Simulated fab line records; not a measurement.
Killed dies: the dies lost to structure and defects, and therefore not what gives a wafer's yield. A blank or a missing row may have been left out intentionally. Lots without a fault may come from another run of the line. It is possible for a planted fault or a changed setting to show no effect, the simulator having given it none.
Chamber matching | flow sky130 | SKY_POLY_GATE_ETCH_16 on rie-diel-03 has 4 sister chambers
The step etches Si3N4 in CH3F/O2, stops on poly-Si, time 147.5 s, target depth 75 nm. 8 wafers are shown with their chamber, then 7 later ones without.

WAFERS PAIRED WITH THEIR CHAMBERS
wafer  | chamber | chamber-pressure-mTorr (mTorr) | oes-product-au (a.u.)
L543.2 | 1       | 24.999                         | 0.641
L549.1 | 3       | 24.999                         | 0.640
L549.6 | 0       | 24.965                         | 0.638
L550.2 | 1       | 25.009                         | 0.638
L550.3 | 3       | 25.036                         | 0.641
L550.4 | 2       | 24.986                         | 0.635
L552.1 | 2       | 24.993                         | 0.650
L552.2 | 0       | 24.969                         | 0.637

WAFERS WHOSE CHAMBER IS MISSING
wafer  | chamber-pressure-mTorr (mTorr) | oes-product-au (a.u.)
L552.4 | 25.019                         | 0.650
L553.3 | 25.017                         | 0.642
L553.5 | 24.986                         | 0.636
L553.6 | 25.003                         | 0.638
L563.2 | 25.013                         | 0.635
L563.4 | 25.043                         | 0.636
L563.6 | 25.007                         | 0.636

THE CHAMBER EACH PASSED THROUGH
wafer  | from the rows above               | in truth
L552.4 | can't be placed: 3 or 1 or 2      | 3
L553.3 | can't be placed: 3 or 1 or 2      | 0
L553.5 | can't be placed: 2 or 0 or 1 or 3 | 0
L553.6 | can't be placed: 1 or 3 or 2      | 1
L563.2 | can't be placed: 1 or 3 or 2      | 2
L563.4 | can't be placed: 3 or 1           | 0
L563.6 | can't be placed: 1 or 3 or 2      | 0
Placed correctly: 0 of 7. These rows do not allow placing 7 (true chamber among the candidates in 4). 0 placed wrongly.
How it was worked out, from the rows above alone: a wafer's distance from a chamber is the root of the sum, over the readings, of the square of ((its reading less the chamber's mean) divided by the reading's scatter). The wafer belongs to the nearest chamber; if the next one is less than 2 further off, it can't be placed. The mean given for a chamber averages the wafers shown for that chamber. The scatter is the square root of a quotient: the sum, over the shown wafers, of each reading's squared deviation from its chamber's mean, divided by wafers minus chambers.
